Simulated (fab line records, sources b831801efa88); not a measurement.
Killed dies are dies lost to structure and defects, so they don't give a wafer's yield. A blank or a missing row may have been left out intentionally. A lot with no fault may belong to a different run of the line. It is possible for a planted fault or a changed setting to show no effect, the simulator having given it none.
Which tool was responsible?	flow sky130	Sampling: 12 lots, 36 wafers, 2 of 708 route steps

WHAT THE GAUGES SHOWED, per wafer
SKY_VIA4_RS_MEAS_19: a four-point-probe measurement. Usual: for VIA4_W_RS the level is 0.223 ohm/sq and the standard deviation is 0.0043.
lot	measured	on	VIA4_W_RS (ohm/sq)	flag
L294	day 42 16:56	film_metro-01	0.228 0.230 0.231	
L295	day 42 21:18	film_metro-03	0.220 0.224 0.218	
L296	day 42 23:27	film_metro-02	0.230 0.225 0.228	
L297	day 43 16:07	film_metro-03	0.220 0.225 0.227	
L298	day 43 17:04	film_metro-03	0.222 0.220 0.219	
L303	day 45 17:55	film_metro-03	0.220 0.227 0.228	
L305	day 45 22:45	film_metro-03	0.219 0.222 0.219	
L307	day 46 06:06	film_metro-03	0.228 0.219 0.217	
L309	day 46 16:56	film_metro-03	0.217 0.228 0.229	
L312	day 47 06:09	film_metro-01	0.219 0.221 0.221	
L313	day 47 15:28	film_metro-02	0.222 0.219 0.221	
L315	day 48 00:31	film_metro-01	0.219 0.219 0.230	

WHAT TOOL EACH LOT RAN ON (gives the tool, then ch and the chambers of the sampled wafers, and finally the start)
lot	SKY_VIA2_CVD_21
L294	cvd_w-01 ch 0,1, day 36 04:42
L295	cvd_w-01 ch 0,1, day 36 09:42
L296	cvd_w-02 ch 0,1, day 36 11:15
L297	cvd_w-01 ch 0,1, day 37 06:14
L298	cvd_w-01 ch 0, day 37 08:57
L303	cvd_w-02 ch 0,1, day 39 15:33
L305	cvd_w-02 ch 0,1, day 39 21:12
L307	cvd_w-02 ch 0,1, day 40 06:03
L309	cvd_w-01 ch 0,1, day 40 18:11
L312	cvd_w-01 ch 0,1, day 41 12:20
L313	cvd_w-01 ch 0, day 41 21:08
L315	cvd_w-01 ch 0, day 42 08:32
- SKY_VIA2_CVD_21: deposits W, target thk 420 nm, time 126.4 s.

AS READ BY THE TOOLS THEMSELVES (means over the sampled wafers that have a number; for cases with no such wafer, the mark the record gives instead)
SKY_VIA2_CVD_21. Usual: heater_power_w reads 851 W (standard deviation 56).
lot	tool	heater_power_w (W)	flag
L294	cvd_w-01	855	
L295	cvd_w-01	837	
L296	cvd_w-02	835	
L297	cvd_w-01	883	
L298	cvd_w-01	919	
L303	cvd_w-02	830	
L305	cvd_w-02	834	
L307	cvd_w-02	816	
L309	cvd_w-01	835	
L312	cvd_w-01	882	
L313	cvd_w-01	920	
L315	cvd_w-01	934	

THE ANSWER, worked out from the rows above alone
Rule: a lot counts as off when the mean over its wafers that have a number is more than 3 standard deviations away from the usual mean. A lot without any number at a reading at which 4 lots or more have one is off too. Any other lot the step has rows for is counted as sound. Order of review: gauges by route order, followed by the tools' own readings, for which a lot's mean as printed above is used. At the first step where some lot is off, the reading lying furthest off is the one used; lots without a number count as furthest.
No lot is off at any reading shown: from this, nothing can be told.

WHAT THE SIMULATOR HAD INSERTED
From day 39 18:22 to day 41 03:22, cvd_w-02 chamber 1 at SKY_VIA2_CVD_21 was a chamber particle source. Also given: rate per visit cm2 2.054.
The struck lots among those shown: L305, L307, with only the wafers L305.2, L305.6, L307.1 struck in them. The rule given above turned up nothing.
